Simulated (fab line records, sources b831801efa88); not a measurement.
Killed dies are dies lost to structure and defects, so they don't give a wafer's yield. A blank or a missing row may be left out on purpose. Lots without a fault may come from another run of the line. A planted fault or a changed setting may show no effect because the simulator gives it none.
fab line records | flow sky130
record lots=12 wafers=36 last_day=50
route steps=708 shown SPACER@305 LI_CONTACT@375 VIA1@458 PAD_OPEN@708
lots that met no fault: from a run of the same line without faults
start_h: hours from the record's first day to the start of the lot's first wafer shown | wait_h: hours since the lot's step before | " the same as in the row above | L1.1+2: a row that stands for several wafers | - no value, or no start given | * or withheld: withheld | < > ~ a bound
route shown NAME@n: a module of which the file shows steps, and the number in the route of the first | usual: mean/standard deviation of fault-free wafers | same: alike in all rows | chamber/n: place in a boat | sites: the reading at each site | _std_site: their standard deviation | _edge_site: outer sites' mean less inner sites' | radius_mm: how far each site lies from the wafer's centre | mask NAME#n: copy n | behind: the tool/chamber that last shaped the wafer | hold: why the lot was held/for how many hours/how that ended | device: the transistor (n, p or np) that didn't switch | end of line: the same wafers' tests at the end of the route | a step without rows: its recipe alone | killed: dies lost to structure and defects at the first sort, not the wafer's yield | map: a wafer's dies, x killed, . not, _ none there
set.NAME: the setting as run; set.NAME@STEP: as run at that earlier step | model.NAME: the simulator's own value behind a step, which no gauge read
steps of the route over a sample of lots; a table a step, a row a wafer
services: from which hour (start_h, from the record's first day; less than 0 if before it) a tool's chamber was out of use, for how many hours, and why
## steps
# step SKY_SPACER_THK_MEAS_01
# recipe reads=Si3N4_of_SPACER_CVD_00
# usual SPACER_CVD_00_THK=43.2/0.53
# columns lot.wafer tool chamber start_h wait_h SPACER_CVD_00_THK[nm]
L361.1 film_metro-01 - 541.20 0.0 43.3
L361.3 " - " " 43.0
L361.6 " - " " 43.2
L362.1 film_metro-01 - 544.54 0.0 42.5
L362.3 " - " " 42.2
L362.5 " - " " 42.5
L364.2 film_metro-02 - 572.67 0.0 43.1
L364.3 " - " " 43.4
L364.6 " - " " 43.3
L366.3 film_metro-04 - 591.46 0.0 43.0
L366.4 " - " " 43.3
L366.5 " - " " 43.6
L367.1 film_metro-01 - 595.47 0.0 43.3
L367.3 " - " " 43.0
L367.4 " - " " 42.5
L369.2 film_metro-02 - 619.82 0.0 42.9
L369.3 " - " " 43.1
L369.5 " - " " 43.4
L371.2 film_metro-02 - 632.11 0.0 44.0
L371.3 " - " " 43.8
L371.6 " - " " 43.8
L374.1 film_metro-01 - 660.26 0.0 43.7
L374.3 " - " " 43.7
L374.5 " - " " 43.7
L376.1 film_metro-04 - 680.50 0.0 42.9
L376.5 " - " " 43.3
L376.6 " - " " 43.1
L379.1 film_metro-01 - 691.09 0.0 43.5
L379.2 " - " " 43.7
L379.6 " - " " 43.5
L378.2 film_metro-02 - 694.45 0.0 43.7
L378.3 " - " " 44.1
L378.5 " - " " 44.2
L381.1 film_metro-02 - 709.22 0.0 44.0
L381.2 " - " " 43.8
L381.4 " - " " 43.7
# step SKY_LI_CONTACT_OVL_MEAS_13
# usual LI_CONTACT_OVL=-4/5.7
# columns lot.wafer tool chamber start_h wait_h LI_CONTACT_OVL[nm]
L361.1 overlay-02 - 686.53 0.1 -1
L361.3 " - " " 1
L361.6 " - " " -7
L362.1 overlay-02 - 690.63 0.1 -1
L362.3 " - " " -1
L362.5 " - " " -4
L364.2 overlay-01 - 717.33 0.1 -14
L364.3 " - " " -2
L364.6 " - " " -3
L366.3 overlay-01 - 734.94 0.1 8
L366.4 " - " " 6
L366.5 " - " " 11
L367.1 overlay-02 - 738.98 0.1 4
L367.3 " - " " 1
L367.4 " - " " -2
L369.2 overlay-02 - 760.73 0.1 1
L369.3 " - " " -1
L369.5 " - " " 0
L371.2 overlay-02 - 773.08 0.1 -3
L371.3 " - " " -1
L371.6 " - " " 0
L374.1 overlay-02 - 799.51 0.1 -8
L374.3 " - " " 0
L374.5 " - " " -2
L376.1 overlay-02 - 816.83 0.1 -13
L376.5 " - " " -8
L376.6 " - " " -3
L379.1 overlay-02 - 828.28 0.1 5
L379.2 " - " " 2
L379.6 " - " " 1
L378.2 overlay-01 - 831.19 0.1 2
L378.3 " - " " 0
L378.5 " - " " 1
L381.1 overlay-02 - 846.53 0.1 -14
L381.2 " - " " -20
L381.4 " - " " -15
# step SKY_LI_CONTACT_ETCH_15
# recipe target=PSG chemistry=C4F8/O2/Ar stop_on=Si taper_deg=4.15 mask_material=KrF-thick source_w=1500 bias_w=1200 pressure_mtorr=40 c4f8_flow_sccm=withheld O2_flow_sccm=6 Ar_flow_sccm=300 time_s=withheld target_depth_a=6000
# usual chamber_pressure_mTorr=40.00/0.039 oes_product_au=0.837/0.0045 rf_fwd_power_W=1493/4.7
# columns lot.wafer tool chamber start_h wait_h chamber_pressure_mTorr oes_product_au rf_fwd_power_W
L361.1 rie_diel-04 1 686.61 0.0 40.04 0.833 1494
L361.3 " 2 " " 40.02 0.837 1491
L361.6 " 0 " " 39.99 0.824 1492
L362.1 rie_diel-01 0 690.71 0.0 39.97 0.836 1487
L362.3 " 3 " " 39.95 0.835 1495
L362.5 " 0 " " 40.07 0.838 1484
L364.2 rie_diel-03 1 717.41 0.0 39.96 0.843 1498
L364.3 " 2 " " 40.03 0.829 1490
L364.6 " 3 " " 39.95 0.838 1495
L366.3 rie_diel-01 2 735.01 0.0 39.95 0.831 1493
L366.4 " 0 " " 40.02 0.837 1492
L366.5 " 0 " " 39.92 0.838 1493
L367.1 rie_diel-04 0 739.06 0.0 39.99 0.848 1492
L367.3 " 2 " " 39.97 0.846 1495
L367.4 " 3 " " 40.06 0.835 1498
L369.2 rie_diel-03 2 760.81 0.0 40.03 0.841 1493
L369.3 " 3 " " 40.02 0.835 1498
L369.5 " 0 " " 39.95 0.836 1497
L371.2 rie_diel-04 1 773.16 0.0 40.02 0.833 1494
L371.3 " 2 " " 39.96 0.829 1492
L371.6 " 0 " " 39.97 0.849 1497
L374.1 rie_diel-04 1 799.59 0.0 39.95 0.834 1483
L374.3 " 2 " " 39.93 0.846 1486
L374.5 " 2 " " 40.06 0.836 1490
L376.1 rie_diel-04 3 816.91 0.0 39.97 0.834 1486
L376.5 " 0 " " 40.02 0.832 1498
L376.6 " 1 " " 39.98 0.836 1494
L379.1 rie_diel-03 2 828.36 0.0 39.99 0.825 1484
L379.2 " 3 " " 39.98 0.835 1498
L379.6 " 2 " " 40.05 0.835 1492
L378.2 rie_diel-03 2 831.26 0.0 39.99 0.834 1494
L378.3 " 1 " " 40.02 0.838 1487
L378.5 " 1 " " 40.04 0.842 1492
L381.1 rie_diel-01 2 846.61 0.0 39.94 0.837 1497
L381.2 " 0 " " 40.02 0.833 1487
L381.4 " 1 " " 40.02 0.838 1490
# step SKY_VIA1_HDPCVD_00
# recipe material=SiO2 target_thk_nm=1030 sigma_open_frac=0.3 time_s=171.7 temp_c=400 sih4_flow_sccm=60 pressure_mtorr=6
# usual sih4_flow_sccm=59.95/0.19
# columns lot.wafer tool chamber start_h wait_h sih4_flow_sccm
L361.1 hdpcvd-01 2 773.69 0.0 59.90
L361.3 " 0 " " 59.99
L361.6 " 0 " " 60.09
L362.1 hdpcvd-02 0 778.72 0.0 60.02
L362.3 " 2 " " 60.21
L362.5 " 1 " " 59.74
L364.2 hdpcvd-01 0 803.94 0.0 59.86
L364.3 " 2 " " 60.07
L364.6 " 0 " " 60.01
L366.3 hdpcvd-02 1 821.10 0.0 59.85
L366.4 " 0 " " 60.16
L366.5 " 1 " " 59.78
L367.1 hdpcvd-01 2 826.06 0.0 60.12
L367.3 " 1 " " 59.95
L367.4 " 0 " " 60.28
L369.2 hdpcvd-01 2 845.43 0.0 59.74
L369.3 " 1 " " 60.10
L369.5 " 0 " " 60.11
L371.2 hdpcvd-02 2 857.44 0.0 59.85
L371.3 " 0 " " 59.83
L371.6 " 0 " " 59.88
L374.1 hdpcvd-01 0 883.28 0.0 60.19
L374.3 " 1 " " 60.51
L374.5 " 1 " " 60.35
L376.1 hdpcvd-01 1 899.54 0.0 60.00
L376.5 " 2 " " 60.10
L376.6 " 0 " " 59.86
L379.1 hdpcvd-02 1 910.50 0.0 59.89
L379.2 " 0 " " 59.95
L379.6 " 0 " " 59.72
L378.2 hdpcvd-01 1 913.63 0.0 59.93
L378.3 " 0 " " 30.08
L378.5 " 0 " " 30.01
L381.1 hdpcvd-01 2 925.58 0.0 60.28
L381.2 " 0 " " 30.04
L381.4 " 0 " " 29.77
# step SKY_VIA1_THK_MEAS_01
# recipe reads=SiO2_of_VIA1_HDPCVD_00
# usual VIA1_HDPCVD_THK=1027/11
# columns lot.wafer tool chamber start_h wait_h VIA1_HDPCVD_THK[nm]
L361.1 film_metro-04 - 773.80 0.1 1014
L361.3 " - " " 1008
L361.6 " - " " 1010
L362.1 film_metro-03 - 778.83 0.1 1034
L362.3 " - " " 1038
L362.5 " - " " 1030
L364.2 film_metro-04 - 804.12 0.1 1011
L364.3 " - " " 1034
L364.6 " - " " 1014
L366.3 film_metro-03 - 821.24 0.1 1021
L366.4 " - " " 1017
L366.5 " - " " 1014
L367.1 film_metro-04 - 826.18 0.1 1057
L367.3 " - " " 1049
L367.4 " - " " 1046
L369.2 film_metro-04 - 845.55 0.1 1020
L369.3 " - " " 1031
L369.5 " - " " 1004
L371.2 film_metro-03 - 857.56 0.1 1041
L371.3 " - " " 1026
L371.6 " - " " 1028
L374.1 film_metro-02 - 883.40 0.1 1002
L374.3 " - " " 1020
L374.5 " - " " 1027
L376.1 film_metro-04 - 899.65 0.1 1032
L376.5 " - " " 1009
L376.6 " - " " 1023
L379.1 film_metro-03 - 910.61 0.1 1019
L379.2 " - " " 1014
L379.6 " - " " 1026
L378.2 film_metro-04 - 913.76 0.1 1035
L378.3 " - " " 507
L378.5 " - " " 511
L381.1 film_metro-03 - 925.69 0.1 1039
L381.2 " - " " 510
L381.4 " - " " 504
# step SKY_PAD_OPEN_PROBE_99
# usual defect_limited_yield=82.7/1.8 killed_at_M0_to_M3=44/6.8 killed_at_M4_up=3.2/1.7 killed_at_contacts=24/4.9 killed_at_front_end=14/4.1 killed_at_other=0.2/0.51 killed_dies=85/8.7 killed_open=46/6.8 killed_short=39/6.1
# same gross_dies=492 killed_at_back_side=0
# columns lot.wafer tool chamber start_h wait_h defect_limited_yield[%] killed_at_M0_to_M3 killed_at_M4_up killed_at_contacts killed_at_front_end killed_at_other killed_dies killed_open killed_short
L361.1 prober-02 - 1081.83 0.1 84.6 39 2 23 12 0 76 42 34
L361.3 prober-02 - 1081.93 0.2 83.9 31 5 33 10 0 79 42 37
L361.6 prober-02 - 1082.08 0.2 81.9 47 2 23 17 0 89 45 44
L362.1 prober-01 - 1084.32 0.1 84.6 34 2 17 23 0 76 39 37
L362.3 prober-01 - 1084.42 0.2 80.9 43 5 29 17 0 94 53 41
L362.5 prober-01 - 1084.52 0.2 83.9 33 5 25 16 0 79 44 35
L364.2 prober-01 - 1104.54 0.1 80.1 62 4 23 8 1 98 60 38
L364.3 prober-01 - 1104.59 0.2 82.1 51 1 26 9 1 88 50 38
L364.6 prober-01 - 1104.74 0.2 84.1 43 3 19 13 0 78 36 42
L366.3 prober-01 - 1115.62 0.2 82.1 47 4 19 18 0 88 46 42
L366.4 prober-01 - 1115.67 0.2 86.6 29 2 21 14 0 66 37 29
L366.5 prober-01 - 1115.72 0.2 83.5 50 3 18 10 0 81 55 26
L367.1 prober-02 - 1129.93 0.1 82.5 47 5 24 10 0 86 56 30
L367.3 prober-02 - 1130.03 0.2 82.7 45 3 21 14 2 85 37 48
L367.4 prober-02 - 1130.08 0.2 83.7 46 4 15 15 0 80 47 33
L369.2 prober-02 - 1137.76 0.1 84.6 41 7 20 8 0 76 42 34
L369.3 prober-02 - 1137.81 0.2 83.1 50 2 19 12 0 83 53 30
L369.5 prober-02 - 1137.91 0.2 81.1 43 2 33 15 0 93 54 39
L371.2 prober-02 - 1144.71 0.1 80.7 51 6 28 9 1 95 54 41
L371.3 prober-02 - 1144.76 0.2 83.5 40 2 22 17 0 81 44 37
L371.6 prober-02 - 1144.91 0.2 83.7 41 4 20 14 1 80 53 27
L374.1 prober-01 - 1169.72 0.1 80.9 43 4 25 22 0 94 52 42
L374.3 prober-01 - 1169.82 0.2 81.1 50 1 25 17 0 93 56 37
L374.5 prober-01 - 1169.92 0.2 82.7 39 4 28 14 0 85 38 47
L376.1 prober-01 - 1173.27 0.1 78.5 55 6 25 19 1 106 55 51
L376.5 prober-01 - 1173.47 0.2 83.5 56 5 13 5 2 81 35 46
L376.6 prober-01 - 1173.52 0.2 80.1 45 6 31 16 0 98 54 44
L379.1 prober-01 - 1181.02 0.1 80.5 44 5 37 10 0 96 59 37
L379.2 prober-01 - 1181.07 0.1 81.5 32 4 38 17 0 91 52 39
L379.6 prober-01 - 1181.27 0.2 81.9 49 5 21 14 0 89 50 39
L378.2 prober-02 - 1184.46 0.1 83.3 46 0 25 11 0 82 30 52
L378.3 prober-02 - 1184.51 0.2 83.7 43 0 22 15 0 80 48 32
L378.5 prober-02 - 1184.61 0.2 82.5 50 2 21 12 1 86 46 40
L381.1 prober-02 - 1194.18 0.1 83.9 43 3 24 9 0 79 47 32
L381.2 prober-02 - 1194.23 0.1 80.7 51 5 25 14 0 95 51 44
L381.4 prober-02 - 1194.33 0.2 82.9 43 2 26 13 0 84 46 38
# killed by level:class
L361.1 VIA2:geometric_particle:open=9 CONTACT:geometric_particle:open=7 VIA1:geometric_particle:open=7 LOCAL_INTERCONNECT:geometric_particle:short=6 VIA2:geometric_particle:short=6 VIA3:geometric_particle:open=5 LI_CONTACT:geometric_particle:open=5 FIELD_ISO:geometric_particle:short=4
L361.3 CONTACT:geometric_particle:open=14 VIA1:geometric_particle:open=10 CONTACT:geometric_particle:short=7 LOCAL_INTERCONNECT:geometric_particle:short=5 METAL2:geometric_particle:short=5 FIELD_ISO:geometric_particle:open=4 LI_CONTACT:geometric_particle:open=4 METAL1:geometric_particle:short=3
L361.6 VIA2:geometric_particle:open=10 METAL3:geometric_particle:short=7 VIA1:geometric_particle:open=6 CONTACT:geometric_particle:open=6 METAL1:geometric_particle:short=6 VIA3:geometric_particle:open=6 CONTACT:geometric_particle:short=5 FIELD_ISO:geometric_particle:open=4
L362.1 POLY_GATE:geometric_particle:short=7 CONTACT:geometric_particle:open=6 VIA1:geometric_particle:open=6 LOCAL_INTERCONNECT:geometric_particle:short=5 POLY_GATE:geometric_particle:open=5 VIA2:geometric_particle:open=5 VIA3:geometric_particle:open=5 VIA3:geometric_particle:short=5
L362.3 VIA1:geometric_particle:open=13 CONTACT:geometric_particle:open=10 VIA3:geometric_particle:open=10 CONTACT:geometric_particle:short=8 FIELD_ISO:geometric_particle:open=7 LI_CONTACT:geometric_particle:open=6 METAL2:geometric_particle:short=6 FIELD_ISO:geometric_particle:short=5
L362.5 CONTACT:geometric_particle:open=9 VIA2:geometric_particle:open=7 LI_CONTACT:geometric_particle:open=6 VIA1:geometric_particle:open=6 FIELD_ISO:geometric_particle:open=5 METAL2:geometric_particle:short=5 LI_CONTACT:geometric_particle:short=4 VIA1:geometric_particle:short=4
L364.2 VIA1:geometric_particle:open=14 VIA3:geometric_particle:open=11 LI_CONTACT:geometric_particle:open=9 VIA2:geometric_particle:open=9 METAL1:geometric_particle:short=8 CONTACT:geometric_particle:open=7 VIA3:geometric_particle:short=5 FIELD_ISO:geometric_particle:short=3
L364.3 VIA1:geometric_particle:open=16 CONTACT:geometric_particle:open=10 METAL1:geometric_particle:short=7 CONTACT:geometric_particle:short=6 METAL2:geometric_particle:short=6 VIA3:geometric_particle:open=6 LI_CONTACT:geometric_particle:short=5 VIA2:geometric_particle:short=4
L364.6 METAL1:geometric_particle:short=6 VIA3:geometric_particle:short=5 LI_CONTACT:geometric_particle:short=5 LI_CONTACT:geometric_particle:open=5 CONTACT:geometric_particle:open=5 VIA1:geometric_particle:short=5 VIA3:geometric_particle:open=5 METAL2:geometric_particle:short=5
L366.3 METAL1:geometric_particle:short=9 CONTACT:geometric_particle:open=7 METAL2:geometric_particle:short=6 VIA1:geometric_particle:open=6 VIA2:geometric_particle:open=6 VIA3:geometric_particle:open=6 LI_CONTACT:geometric_particle:open=5 FIELD_ISO:geometric_particle:open=4
L366.4 CONTACT:geometric_particle:open=8 METAL1:geometric_particle:short=6 LOCAL_INTERCONNECT:geometric_particle:short=5 VIA3:geometric_particle:open=5 FIELD_ISO:geometric_particle:open=4 LI_CONTACT:geometric_particle:open=4 VIA1:geometric_particle:short=4 VIA1:geometric_particle:open=4
L366.5 VIA1:geometric_particle:open=12 VIA3:geometric_particle:open=10 VIA2:geometric_particle:open=8 CONTACT:geometric_particle:open=8 LOCAL_INTERCONNECT:geometric_particle:short=5 POLY_GATE:geometric_particle:open=4 METAL2:geometric_particle:short=4 LI_CONTACT:geometric_particle:open=3
L367.1 CONTACT:geometric_particle:open=14 VIA1:geometric_particle:open=10 VIA2:geometric_particle:open=10 VIA1:geometric_particle:short=7 VIA3:geometric_particle:open=5 FIELD_ISO:geometric_particle:short=4 LI_CONTACT:geometric_particle:open=4 METAL2:geometric_particle:short=4
L367.3 VIA1:geometric_particle:open=11 FIELD_ISO:geometric_particle:short=7 CONTACT:geometric_particle:short=7 LI_CONTACT:geometric_particle:open=6 CONTACT:geometric_particle:open=6 METAL2:geometric_particle:short=6 METAL3:geometric_particle:short=6 VIA3:geometric_particle:open=6
L367.4 VIA1:geometric_particle:open=16 POLY_GATE:geometric_particle:short=6 CONTACT:geometric_particle:open=6 VIA2:geometric_particle:open=6 VIA3:geometric_particle:open=5 VIA1:geometric_particle:short=5 FIELD_ISO:geometric_particle:open=4 VIA2:geometric_particle:short=4
L369.2 CONTACT:geometric_particle:open=8 VIA1:geometric_particle:open=8 METAL2:geometric_particle:short=7 FIELD_ISO:geometric_particle:open=6 METAL1:geometric_particle:short=6 VIA3:geometric_particle:open=6 METAL4:geometric_particle:short=5 METAL3:geometric_particle:short=5
L369.3 VIA2:geometric_particle:open=13 LI_CONTACT:geometric_particle:open=11 VIA1:geometric_particle:open=11 FIELD_ISO:geometric_particle:open=6 METAL2:geometric_particle:short=6 VIA3:geometric_particle:open=6 VIA1:geometric_particle:short=5 METAL1:geometric_particle:short=4
L369.5 VIA1:geometric_particle:open=13 CONTACT:geometric_particle:open=12 LI_CONTACT:geometric_particle:open=9 CONTACT:geometric_particle:short=7 POLY_GATE:geometric_particle:open=6 METAL1:geometric_particle:short=6 VIA2:geometric_particle:short=5 METAL2:geometric_particle:short=5
L371.2 VIA1:geometric_particle:open=19 LI_CONTACT:geometric_particle:open=8 CONTACT:geometric_particle:open=8 METAL1:geometric_particle:short=6 VIA2:geometric_particle:open=6 METAL2:geometric_particle:short=5 LOCAL_INTERCONNECT:geometric_particle:short=4 CONTACT:geometric_particle:short=4
L371.3 VIA1:geometric_particle:open=11 CONTACT:geometric_particle:open=9 FIELD_ISO:geometric_particle:short=6 METAL2:geometric_particle:short=6 VIA1:geometric_particle:short=5 VIA2:geometric_particle:open=5 FIELD_ISO:geometric_particle:open=4 CONTACT:geometric_particle:short=4
L371.6 VIA3:geometric_particle:open=12 CONTACT:geometric_particle:open=10 VIA1:geometric_particle:open=7 LI_CONTACT:geometric_particle:open=5 VIA2:geometric_particle:open=5 METAL1:geometric_particle:short=4 METAL2:geometric_particle:short=4 POLY_GATE:geometric_particle:open=3
L374.1 VIA1:geometric_particle:open=12 CONTACT:geometric_particle:open=10 METAL2:geometric_particle:short=7 POLY_GATE:geometric_particle:short=6 LOCAL_INTERCONNECT:geometric_particle:short=6 VIA2:geometric_particle:open=6 FIELD_ISO:geometric_particle:open=5 POLY_GATE:geometric_particle:open=5
L374.3 CONTACT:geometric_particle:open=10 VIA1:geometric_particle:open=10 VIA2:geometric_particle:open=9 LI_CONTACT:geometric_particle:open=8 VIA3:geometric_particle:open=6 VIA3:geometric_particle:short=6 FIELD_ISO:geometric_particle:open=5 VIA1:geometric_particle:short=5
L374.5 CONTACT:geometric_particle:short=9 VIA3:geometric_particle:open=8 VIA1:geometric_particle:open=8 CONTACT:geometric_particle:open=7 VIA2:geometric_particle:open=6 POLY_GATE:geometric_particle:short=5 LOCAL_INTERCONNECT:geometric_particle:short=5 METAL1:geometric_particle:short=5
L376.1 VIA1:geometric_particle:open=12 VIA2:geometric_particle:open=11 CONTACT:geometric_particle:open=11 FIELD_ISO:geometric_particle:short=8 VIA1:geometric_particle:short=8 CONTACT:geometric_particle:short=5 VIA2:geometric_particle:short=5 VIA3:geometric_particle:short=5
L376.5 METAL2:geometric_particle:short=11 VIA1:geometric_particle:open=10 VIA2:geometric_particle:open=9 METAL1:geometric_particle:short=8 VIA3:geometric_particle:open=6 VIA1:geometric_particle:short=5 FIELD_ISO:geometric_particle:short=4 LOCAL_INTERCONNECT:geometric_particle:short=4
L376.6 VIA1:geometric_particle:open=13 LI_CONTACT:geometric_particle:open=11 LOCAL_INTERCONNECT:geometric_particle:short=6 METAL4:geometric_particle:short=6 VIA3:geometric_particle:open=6 METAL1:geometric_particle:short=5 CONTACT:geometric_particle:open=5 FIELD_ISO:geometric_particle:open=4
L379.1 LI_CONTACT:geometric_particle:open=14 CONTACT:geometric_particle:open=14 VIA2:geometric_particle:open=9 VIA1:geometric_particle:open=8 METAL2:geometric_particle:short=6 VIA3:geometric_particle:open=5 FIELD_ISO:geometric_particle:short=4 VIA1:geometric_particle:short=4
L379.2 LI_CONTACT:geometric_particle:open=12 CONTACT:geometric_particle:open=12 VIA1:geometric_particle:open=9 METAL2:geometric_particle:short=7 CONTACT:geometric_particle:short=7 FIELD_ISO:geometric_particle:open=6 LI_CONTACT:geometric_particle:short=6 POLY_GATE:geometric_particle:open=5
L379.6 VIA1:geometric_particle:open=15 CONTACT:geometric_particle:open=11 VIA3:geometric_particle:open=9 METAL2:geometric_particle:short=7 VIA3:geometric_particle:short=6 VIA1:geometric_particle:short=5 FIELD_ISO:geometric_particle:open=4 POLY_GATE:geometric_particle:open=3
L378.2 CONTACT:geometric_particle:short=9 METAL2:geometric_particle:short=7 VIA1:geometric_particle:short=7 METAL3:geometric_particle:short=7 CONTACT:geometric_particle:open=6 METAL1:geometric_particle:short=6 LI_CONTACT:geometric_particle:open=5 VIA3:geometric_particle:open=5
L378.3 CONTACT:geometric_particle:open=10 VIA2:geometric_particle:open=9 LI_CONTACT:geometric_particle:open=7 VIA1:geometric_particle:open=7 VIA3:geometric_particle:open=6 METAL1:geometric_particle:short=5 FIELD_ISO:geometric_particle:short=4 METAL2:geometric_particle:short=4
L378.5 VIA1:geometric_particle:open=15 CONTACT:geometric_particle:open=8 LI_CONTACT:geometric_particle:open=7 METAL1:geometric_particle:short=6 VIA1:geometric_particle:short=6 METAL2:geometric_particle:short=6 FIELD_ISO:geometric_particle:open=4 POLY_GATE:geometric_particle:short=4
L381.1 VIA1:geometric_particle:open=11 VIA2:geometric_particle:open=9 CONTACT:geometric_particle:open=9 LI_CONTACT:geometric_particle:open=6 FIELD_ISO:geometric_particle:short=4 CONTACT:geometric_particle:short=4 METAL1:geometric_particle:short=4 VIA3:geometric_particle:short=4
L381.2 LI_CONTACT:geometric_particle:open=9 CONTACT:geometric_particle:open=8 VIA3:geometric_particle:open=8 VIA2:geometric_particle:open=8 VIA1:geometric_particle:open=7 METAL1:geometric_particle:short=6 VIA1:geometric_particle:short=6 METAL3:geometric_particle:short=5
L381.4 VIA2:geometric_particle:open=11 CONTACT:geometric_particle:open=8 VIA1:geometric_particle:open=7 FIELD_ISO:geometric_particle:short=6 METAL2:geometric_particle:short=6 METAL1:geometric_particle:short=6 FIELD_ISO:geometric_particle:open=5 LI_CONTACT:geometric_particle:open=5
## services
# columns tool chamber start_h hours kind
hdpcvd-02 2 685.44 10.8 repair
rie_diel-03 1 687.39 13.2 repair
rie_diel-03 2 688.94 3.4 repair
rie_diel-01 2 696.69 9.1 repair
rie_diel-01 1 698.34 2.0 repair
rie_diel-03 0 722.62 4.6 repair
rie_diel-04 1 737.34 2.4 repair
rie_diel-01 0 748.85 11.4 repair
rie_diel-01 2 751.81 3.0 repair
rie_diel-01 2 762.22 52.3 repair
rie_diel-03 - 764.97 38.8 repair
rie_diel-01 3 772.81 12.5 repair
rie_diel-03 2 774.71 6.1 repair
rie_diel-01 0 775.66 3.3 repair
hdpcvd-02 - 802.24 6.0 pm
hdpcvd-01 - 814.76 2.3 repair
hdpcvd-01 - 817.91 5.5 pm
rie_diel-03 - 819.74 2.8 pm
rie_diel-04 0 837.38 3.6 repair
rie_diel-03 2 854.63 4.4 repair
hdpcvd-02 - 855.77 0.9 repair
rie_diel-04 0 862.77 3.0 repair
hdpcvd-02 2 891.11 3.0 repair
rie_diel-04 3 913.90 3.4 repair
## key
first_sign step=SKY_VIA1_HDPCVD_00 reading=sih4_flow_sccm direction=down sigmas=99+ usual=59.95 struck=29.98
effect step=SKY_VIA1_THK_MEAS_01 reading=VIA1_HDPCVD_THK direction=down sigmas=48 usual=1027 struck=508
met_at SKY_VIA1_HDPCVD_00
struck_lots L378,L381
struck_wafers L378.3,L378.5,L381.2,L381.4
not_acting_at SKY_SPACER_THK_MEAS_01,SKY_LI_CONTACT_OVL_MEAS_13,SKY_LI_CONTACT_ETCH_15
onset_between 899.54 913.63
fault kind=process_parameter_drift tool=hdpcvd-01 chamber=0 onset_h=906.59 steps=SKY_VIA1_HDPCVD_00 channel=sih4_flow_sccm offset=-30 shape=step end_h=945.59 acts_in=these_recipes_only stated=60
